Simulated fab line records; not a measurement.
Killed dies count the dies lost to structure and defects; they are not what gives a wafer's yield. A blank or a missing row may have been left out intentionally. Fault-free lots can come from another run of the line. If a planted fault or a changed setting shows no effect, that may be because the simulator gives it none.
What tool caused it? / flow sky130 / 24 lots with 72 wafers sampled at 4 steps, on a route of 708 steps

## WHAT THE GAUGES SHOWED, per wafer
SKY_VIA2_CD_MEAS_12: target cd 200 nm.
lot=L074; measured=day 35 21:46; on=cd-sem-01; cd-nm (nm)=201.6 200.5 201.2
lot=L075; measured=day 36 08:08; on=cd-sem-02; cd-nm (nm)=200.6 199.6 200.1
lot=L078; measured=day 38 02:33; on=cd-sem-02; cd-nm (nm)=201.5 201.8 200.0
lot=L076; measured=day 38 03:15; on=cd-sem-01; cd-nm (nm)=199.3 198.8 200.7
lot=L077; measured=day 38 04:09; on=cd-sem-02; cd-nm (nm)=199.1 200.6 199.5
lot=L080; measured=day 38 11:47; on=cd-sem-02; cd-nm (nm)=198.8 199.1 200.1
lot=L079; measured=day 38 13:26; on=cd-sem-01; cd-nm (nm)=203.1 202.6 201.8
lot=L082; measured=day 38 19:40; on=cd-sem-01; cd-nm (nm)=199.7 200.5 198.8
lot=L081; measured=day 38 22:41; on=cd-sem-02; cd-nm (nm)=199.9 199.3 198.4
lot=L084; measured=day 39 04:04; on=cd-sem-01; cd-nm (nm)=201.5 202.2 202.4
lot=L083; measured=day 39 08:27; on=cd-sem-02; cd-nm (nm)=202.1 199.9 200.7
lot=L085; measured=day 39 13:14; on=cd-sem-01; cd-nm (nm)=198.8 200.1 198.8
lot=L086; measured=day 39 15:43; on=cd-sem-01; cd-nm (nm)=199.5 199.7 200.0
lot=L087; measured=day 40 03:44; on=cd-sem-01; cd-nm (nm)=202.2 201.3 202.3
lot=L088; measured=day 40 03:57; on=cd-sem-02; cd-nm (nm)=200.7 200.5 201.8
lot=L089; measured=day 40 14:13; on=cd-sem-02; cd-nm (nm)=199.6 200.0 199.5
lot=L090; measured=day 40 23:46; on=cd-sem-01; cd-nm (nm)=201.4 200.2 199.4
lot=L091; measured=day 41 03:55; on=cd-sem-01; cd-nm (nm)=199.0 199.3 198.1
lot=L092; measured=day 41 15:37; on=cd-sem-01; cd-nm (nm)=199.9 200.4 200.2
lot=L093; measured=day 41 23:00; on=cd-sem-01; cd-nm (nm)=198.7 198.6 199.0
lot=L094; measured=day 42 02:15; on=cd-sem-01; cd-nm (nm)=201.7 200.3 200.9
lot=L095; measured=day 42 06:16; on=cd-sem-02; cd-nm (nm)=201.7 201.8 202.2
lot=L096; measured=day 42 18:41; on=cd-sem-02; cd-nm (nm)=199.6 199.7 199.7
lot=L097; measured=day 42 20:27; on=cd-sem-02; cd-nm (nm)=199.4 196.7 198.5

SKY_METAL3_OVL_MEAS_14.
lot=L074; measured=day 38 04:19; on=overlay-01; METAL3_OVL (nm)=-3 8 5
lot=L075; measured=day 38 16:01; on=overlay-02; METAL3_OVL (nm)=1 -1 -1
lot=L078; measured=day 40 05:49; on=overlay-02; METAL3_OVL (nm)=-7 -5 4
lot=L076; measured=day 40 06:46; on=overlay-02; METAL3_OVL (nm)=-7 -7 -11
lot=L077; measured=day 40 07:34; on=overlay-02; METAL3_OVL (nm)=-1 -7 -2
lot=L080; measured=day 40 15:21; on=overlay-02; METAL3_OVL (nm)=-4 -6 -10
lot=L079; measured=day 40 17:13; on=overlay-02; METAL3_OVL (nm)=-5 -8 -9
lot=L082; measured=day 40 23:01; on=overlay-02; METAL3_OVL (nm)=-4 -4 2
lot=L081; measured=day 41 01:45; on=overlay-02; METAL3_OVL (nm)=5 -1 3
lot=L084; measured=day 41 07:01; on=overlay-01; METAL3_OVL (nm)=-4 -1 -4
lot=L083; measured=day 41 11:25; on=overlay-02; METAL3_OVL (nm)=-5 -10 -5
lot=L085; measured=day 41 17:29; on=overlay-02; METAL3_OVL (nm)=9 0 2
lot=L086; measured=day 41 19:19; on=overlay-01; METAL3_OVL (nm)=-12 -7 -8
lot=L087; measured=day 42 06:03; on=overlay-01; METAL3_OVL (nm)=-7 -6 -5
lot=L088; measured=day 42 07:20; on=overlay-02; METAL3_OVL (nm)=-1 0 -1
lot=L089; measured=day 42 17:04; on=overlay-01; METAL3_OVL (nm)=6 2 9
lot=L090; measured=day 43 01:49; on=overlay-02; METAL3_OVL (nm)=4 2 3
lot=L091; measured=day 43 04:40; on=overlay-02; METAL3_OVL (nm)=0 9 -4
lot=L092; measured=day 43 16:33; on=overlay-02; METAL3_OVL (nm)=-2 3 -1
lot=L093; measured=day 44 00:22; on=overlay-02; METAL3_OVL (nm)=-1 -5 -5
lot=L094; measured=day 44 02:23; on=overlay-02; METAL3_OVL (nm)=-19 -11 -15
lot=L095; measured=day 44 05:35; on=overlay-02; METAL3_OVL (nm)=-2 -7 -4
lot=L096; measured=day 44 19:08; on=overlay-02; METAL3_OVL (nm)=-5 2 -1
lot=L097; measured=day 44 20:55; on=overlay-01; METAL3_OVL (nm)=7 5 -1

## EACH LOT AND THE TOOL THAT RAN IT (in order: tool; ch and the chambers of the sampled wafers; start)
lot=L074; SKY_VIA2_CVD_21=cvd-w-02 ch 0,1, day 35 22:41; SKY_VIA2_CMP_24=cmp-02 ch 0,1,3, day 35 23:06
lot=L075; SKY_VIA2_CVD_21=cvd-w-01 ch 0,1, day 36 09:04; SKY_VIA2_CMP_24=cmp-02 ch 1,2, day 36 09:22
lot=L078; SKY_VIA2_CVD_21=cvd-w-01 ch 0,1, day 38 03:28; SKY_VIA2_CMP_24=cmp-01 ch 0,2,3, day 38 03:52
lot=L076; SKY_VIA2_CVD_21=cvd-w-02 ch 0,1, day 38 04:10; SKY_VIA2_CMP_24=cmp-02 ch 1,2,3, day 38 04:28
lot=L077; SKY_VIA2_CVD_21=cvd-w-01 ch 0,1, day 38 05:04; SKY_VIA2_CMP_24=cmp-01 ch 0,1,2, day 38 05:28
lot=L080; SKY_VIA2_CVD_21=cvd-w-01 ch 0,1, day 38 12:44; SKY_VIA2_CMP_24=cmp-01 ch 2,3, day 38 13:06
lot=L079; SKY_VIA2_CVD_21=cvd-w-01 ch 0,1, day 38 14:25; SKY_VIA2_CMP_24=cmp-01 ch 0,2, day 38 14:44
lot=L082; SKY_VIA2_CVD_21=cvd-w-01 ch 0,1, day 38 20:34; SKY_VIA2_CMP_24=cmp-01 ch 0,1,3, day 38 21:02
lot=L081; SKY_VIA2_CVD_21=cvd-w-01 ch 0,1, day 38 23:36; SKY_VIA2_CMP_24=cmp-01 ch 0,1, day 38 23:52
lot=L084; SKY_VIA2_CVD_21=cvd-w-01 ch 0,1, day 39 04:59; SKY_VIA2_CMP_24=cmp-01 ch 2,3, day 39 05:21
lot=L083; SKY_VIA2_CVD_21=cvd-w-02 ch 0,1, day 39 09:24; SKY_VIA2_CMP_24=cmp-02 ch 0,1,2, day 39 09:43
lot=L085; SKY_VIA2_CVD_21=cvd-w-01 ch 0,1, day 39 14:11; SKY_VIA2_CMP_24=cmp-02 ch 0,3, day 39 14:28
lot=L086; SKY_VIA2_CVD_21=cvd-w-02 ch 0,1, day 39 16:39; SKY_VIA2_CMP_24=cmp-02 ch 0,1,2, day 39 17:01
lot=L087; SKY_VIA2_CVD_21=cvd-w-02 ch 0,1, day 40 04:41; SKY_VIA2_CMP_24=cmp-02 ch 0,1,3, day 40 04:59
lot=L088; SKY_VIA2_CVD_21=cvd-w-01 ch 0,1, day 40 04:54; SKY_VIA2_CMP_24=cmp-01 ch 0,1,3, day 40 05:13
lot=L089; SKY_VIA2_CVD_21=cvd-w-01 ch 0,1, day 40 15:33; SKY_VIA2_CMP_24=cmp-02 ch 0,3, day 40 15:52
lot=L090; SKY_VIA2_CVD_21=cvd-w-02 ch 0,1, day 41 01:11; SKY_VIA2_CMP_24=cmp-02 ch 0,2, day 41 01:29
lot=L091; SKY_VIA2_CVD_21=cvd-w-02 ch 0,1, day 41 04:58; SKY_VIA2_CMP_24=cmp-01 ch 1,3, day 41 05:17
lot=L092; SKY_VIA2_CVD_21=cvd-w-02 ch 1, day 41 16:31; SKY_VIA2_CMP_24=cmp-01 ch 0,2,3, day 41 16:49
lot=L093; SKY_VIA2_CVD_21=cvd-w-01 ch 0,1, day 41 23:58; SKY_VIA2_CMP_24=cmp-01 ch 0,2,3, day 42 00:23
lot=L094; SKY_VIA2_CVD_21=cvd-w-01 ch 0,1, day 42 03:30; SKY_VIA2_CMP_24=cmp-02 ch 0,2,3, day 42 03:49
lot=L095; SKY_VIA2_CVD_21=cvd-w-02 ch 0,1, day 42 07:11; SKY_VIA2_CMP_24=cmp-02 ch 0,2, day 42 07:30
lot=L096; SKY_VIA2_CVD_21=cvd-w-02 ch 0,1, day 42 19:36; SKY_VIA2_CMP_24=cmp-02 ch 2,3, day 42 19:55
lot=L097; SKY_VIA2_CVD_21=cvd-w-02 ch 0,1, day 42 21:22; SKY_VIA2_CMP_24=cmp-02 ch 1,2,3, day 42 21:43
- SKY_VIA2_CVD_21: deposits W, target thk 420 nm, time 126.4 s.
- SKY_VIA2_CMP_24: polishes, stops on SiO2, t overpolish 20 s, target thk 0 nm.

## AS READ BY THE TOOLS THEMSELVES (means over the sampled wafers that have a number; for cases with no such wafer, the mark the record gives instead)
SKY_VIA2_CVD_21.
lot=L074; tool=cvd-w-02; heater-power-w (W)=955
lot=L075; tool=cvd-w-01; heater-power-w (W)=911
lot=L078; tool=cvd-w-01; heater-power-w (W)=904
lot=L076; tool=cvd-w-02; heater-power-w (W)=907
lot=L077; tool=cvd-w-01; heater-power-w (W)=904
lot=L080; tool=cvd-w-01; heater-power-w (W)=906
lot=L079; tool=cvd-w-01; heater-power-w (W)=901
lot=L082; tool=cvd-w-01; heater-power-w (W)=889
lot=L081; tool=cvd-w-01; heater-power-w (W)=891
lot=L084; tool=cvd-w-01; heater-power-w (W)=892
lot=L083; tool=cvd-w-02; heater-power-w (W)=944
lot=L085; tool=cvd-w-01; heater-power-w (W)=912
lot=L086; tool=cvd-w-02; heater-power-w (W)=878
lot=L087; tool=cvd-w-02; heater-power-w (W)=887
lot=L088; tool=cvd-w-01; heater-power-w (W)=907
lot=L089; tool=cvd-w-01; heater-power-w (W)=898
lot=L090; tool=cvd-w-02; heater-power-w (W)=929
lot=L091; tool=cvd-w-02; heater-power-w (W)=866
lot=L092; tool=cvd-w-02; heater-power-w (W)=989
lot=L093; tool=cvd-w-01; heater-power-w (W)=897
lot=L094; tool=cvd-w-01; heater-power-w (W)=893
lot=L095; tool=cvd-w-02; heater-power-w (W)=948
lot=L096; tool=cvd-w-02; heater-power-w (W)=928
lot=L097; tool=cvd-w-02; heater-power-w (W)=935

SKY_VIA2_CMP_24.
lot=L074; tool=cmp-02; motor-current-A (A)=10.3; overpolish-run-s (s)=19.991; time-to-endpoint-s (s)=103
lot=L075; tool=cmp-02; motor-current-A (A)=12.2; overpolish-run-s (s)=20.006; time-to-endpoint-s (s)=106
lot=L078; tool=cmp-01; motor-current-A (A)=10.6; overpolish-run-s (s)=19.995; time-to-endpoint-s (s)=104
lot=L076; tool=cmp-02; motor-current-A (A)=11.6; overpolish-run-s (s)=19.991; time-to-endpoint-s (s)=103
lot=L077; tool=cmp-01; motor-current-A (A)=10.5; overpolish-run-s (s)=19.999; time-to-endpoint-s (s)=103
lot=L080; tool=cmp-01; motor-current-A (A)=10.7; overpolish-run-s (s)=20.000; time-to-endpoint-s (s)=104
lot=L079; tool=cmp-01; motor-current-A (A)=10.2; overpolish-run-s (s)=20.012; time-to-endpoint-s (s)=100
lot=L082; tool=cmp-01; motor-current-A (A)=9.7; overpolish-run-s (s)=20.003; time-to-endpoint-s (s)=96
lot=L081; tool=cmp-01; motor-current-A (A)=9.5; overpolish-run-s (s)=19.996; time-to-endpoint-s (s)=95
lot=L084; tool=cmp-01; motor-current-A (A)=10.9; overpolish-run-s (s)=20.007; time-to-endpoint-s (s)=103
lot=L083; tool=cmp-02; motor-current-A (A)=11.5; overpolish-run-s (s)=20.007; time-to-endpoint-s (s)=104
lot=L085; tool=cmp-02; motor-current-A (A)=9.5; overpolish-run-s (s)=20.002; time-to-endpoint-s (s)=99
lot=L086; tool=cmp-02; motor-current-A (A)=11.5; overpolish-run-s (s)=20.002; time-to-endpoint-s (s)=106
lot=L087; tool=cmp-02; motor-current-A (A)=10.2; overpolish-run-s (s)=20.003; time-to-endpoint-s (s)=108
lot=L088; tool=cmp-01; motor-current-A (A)=9.9; overpolish-run-s (s)=20.003; time-to-endpoint-s (s)=99
lot=L089; tool=cmp-02; motor-current-A (A)=9.7; overpolish-run-s (s)=20.006; time-to-endpoint-s (s)=100
lot=L090; tool=cmp-02; motor-current-A (A)=11.7; overpolish-run-s (s)=20.006; time-to-endpoint-s (s)=99
lot=L091; tool=cmp-01; motor-current-A (A)=9.8; overpolish-run-s (s)=19.999; time-to-endpoint-s (s)=92
lot=L092; tool=cmp-01; motor-current-A (A)=10.9; overpolish-run-s (s)=19.999; time-to-endpoint-s (s)=104
lot=L093; tool=cmp-01; motor-current-A (A)=10.4; overpolish-run-s (s)=20.006; time-to-endpoint-s (s)=104
lot=L094; tool=cmp-02; motor-current-A (A)=10.5; overpolish-run-s (s)=20.001; time-to-endpoint-s (s)=103
lot=L095; tool=cmp-02; motor-current-A (A)=11.8; overpolish-run-s (s)=20.003; time-to-endpoint-s (s)=99
lot=L096; tool=cmp-02; motor-current-A (A)=10.8; overpolish-run-s (s)=20.000; time-to-endpoint-s (s)=102
lot=L097; tool=cmp-02; motor-current-A (A)=11.3; overpolish-run-s (s)=20.001; time-to-endpoint-s (s)=100

## THE ANSWER, worked out from the rows above alone
Rule: the lots themselves supply what counts as usual. Put in order of their means at a reading, lots are off if they are a third of the lots or fewer, leave a main group of 4 or more, and stand apart from it by a gap of 3 or more times the standard deviation of the main group's means; of several such gaps the widest counts. A main group is skipped when, at the precision printed for the reading in the tables above, its means are all equal. Also off: a lot with no number at a reading for which 4 or more lots have one. All remaining lots with rows at the step are treated as sound. The gauges are gone through in route order, then the tools' own readings, and for those a lot's mean is taken as printed above. At the first step where some lot is off, the reading lying furthest off is the one used; lots without a number count as furthest.
Across all readings shown, no lot is off: no conclusion can be drawn from this.

## WHAT THE SIMULATOR PUT IN
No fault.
